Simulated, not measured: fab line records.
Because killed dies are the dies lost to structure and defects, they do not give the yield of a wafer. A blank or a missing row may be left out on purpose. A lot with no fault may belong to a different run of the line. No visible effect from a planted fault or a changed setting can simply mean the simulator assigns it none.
A lot that was struck, set against a sound lot -- flow sky130 -- 17 steps out of a route of 708
Sound: these wafers, L343.3, L343.4, L343.6. Struck: wafer L349.6. (L349.2, L349.3 of the same lot were not struck and are left out.) The cause comes at the end.
Order at every step that has rows: each side's tool, ch and its chambers, its first start. Under that, the readings that differ: sound wafers -- struck wafers -- difference of the means -- sigmas: that difference in standard deviations of wafers without a fault.
alike: readings whose means differ by less than 2 such deviations, and words and numbers that are the same on both sides. not compared: withheld readings, readings that some wafer has no value for, bounds like >300 that may hide the same value, and numbers for which the record gives no deviation and whose values overlap.
Wherever a step has rows on one side only, a row that says differs or no value, or a row with sigmas, the two part there. Numbers that don't overlap but have no deviation are shown without sigmas and don't part them. A reading missing from all wafers of one side parts the sides only when that side holds two or more wafers.

SKY_METAL2_THK_MEAS_06: measures by xrf.
  sound on film_metro-01 at day 38 01:18; struck on film_metro-01 at day 40 04:26
reading,sound,struck,difference,sigmas
METAL2_ALCU_THK (nm),255 254 251,243,-10,-3
then, 8 steps without rows for these wafers: SKY_METAL2_DEHYDRATE_07 (time 60 s); SKY_METAL2_HMDS_08 (prime time 60 s); SKY_METAL2_COAT_09 (resist thk 60 nm); SKY_METAL2_COAT_10 (resist thk 450 nm); SKY_METAL2_SOFTBAKE_11 (time 90 s); SKY_METAL2_EXPOSE_12 (exposes mask MM2, target cd 140 nm); SKY_METAL2_PEB_13; SKY_METAL2_DEVELOP_14 (develop time 60 s).
SKY_METAL2_CD_MEAS_15: the cd target is 140 nm.
  sound on cd_sem-01 at day 39 02:18; struck on cd_sem-01 at day 41 04:32
  alike: cd_nm
SKY_METAL2_OVL_MEAS_16:
  sound on overlay-01 at day 39 02:23; struck on overlay-01 at day 41 04:38
  alike: METAL2_OVL
SKY_METAL2_DESCUM_17: chemistry O2, time 8 s.
  sound on rie_metal-02 ch 0,1, day 39 02:25; struck on rie_metal-01 ch 1, day 41 04:40
  alike: drypump_motor_current_A, oes_product_au
  not compared: rf_hours_counter_h
SKY_METAL2_ETCH_18: etches BARC in N2/H2, stops on SiO2, time 45.9 s, target depth 60 nm.
  sound on rie_metal-02 ch 0,1, day 39 02:28; struck on rie_metal-01 ch 1, day 41 04:41
reading,sound,struck,difference,sigmas
model.KrF-thick_of_METAL2_COAT_10.thk_nm (nm),393.4 391.3 391.1,366.5,-25.4,
model.METAL2.cd_nm (nm),139.2 139.1 139.3,134.1,-5.1,
  alike: drypump_motor_current_A, oes_product_au, throttle_valve_pct
  not compared: rf_hours_counter_h
SKY_METAL2_METAL_ETCH_19: etches the open film in Cl2/BCl3, stops on SiO2, target depth 360 nm, time 78 s.
  sound on rie_metal-02 ch 0,1, day 39 02:32; struck on rie_metal-01 ch 1, day 41 04:46
reading,sound,struck,difference,sigmas
model.KrF-thick_of_METAL2_COAT_10.thk_nm (nm),159.2 156.5 157.2,133,-25,
model.METAL2.cd_nm (nm),138.4 139.4 139.5,135.6,-3.5,
  alike: drypump_motor_current_A, oes_product_au, throttle_valve_pct
  not compared: rf_hours_counter_h
SKY_METAL2_STRIP_20: strips in O2/N2.
  sound on plasma_asher-04 ch 0,1, day 39 02:38; struck on plasma_asher-01 ch 1, day 41 04:51
reading,sound,struck,difference,sigmas
drypump_motor_current_A (A),6.0 5.3 6.0,6.7,+0.9,+2
oes_product_au (a.u.),0.346 0.341 0.340,0.329,-0.013,-3
strip_time_to_endpoint_s (s),2.69 2.69 2.67,2.41,-0.27,-9
  not compared: rf_hours_counter_h
then, 1 step without rows for these wafers: SKY_METAL2_STRIP_21 (strips in post etch residue remover, time 1200 s).
-- the record jumps here: 9 days lie between the struck wafers' starts before and after (it left off in module METAL2 and takes up again in module PAD_OPEN, whose first step shown is number 708 of the route) --
SKY_PAD_OPEN_PROBE_99:
  sound on prober-02 at day 48 22:16; struck on prober-02 at day 50 09:31
reading,sound,struck,difference,sigmas
killed_at_front_end,10 11 9,19,+9,+2
model.etest.met2.width_nm (nm),136.8 140.6 139.8,133.4,-5.7,
model.etest.met2.line_ohm_um,0.9221 0.9003 0.903,0.9798,+0.0713,
  alike: defect_limited_yield, killed_at_M0_to_M3, killed_at_M4_up, killed_at_contacts, killed_at_other, killed_dies, killed_open, killed_short, sort_bin_3_pad_short, sort_bin_5_function, sort_bin_6_memory, sort_n_pass, sort_yield_pct

WHERE THEY PART
Earliest at SKY_METAL2_THK_MEAS_06; latest, in this record, at SKY_PAD_OPEN_PROBE_99.

WHY: the cause the simulator had injected
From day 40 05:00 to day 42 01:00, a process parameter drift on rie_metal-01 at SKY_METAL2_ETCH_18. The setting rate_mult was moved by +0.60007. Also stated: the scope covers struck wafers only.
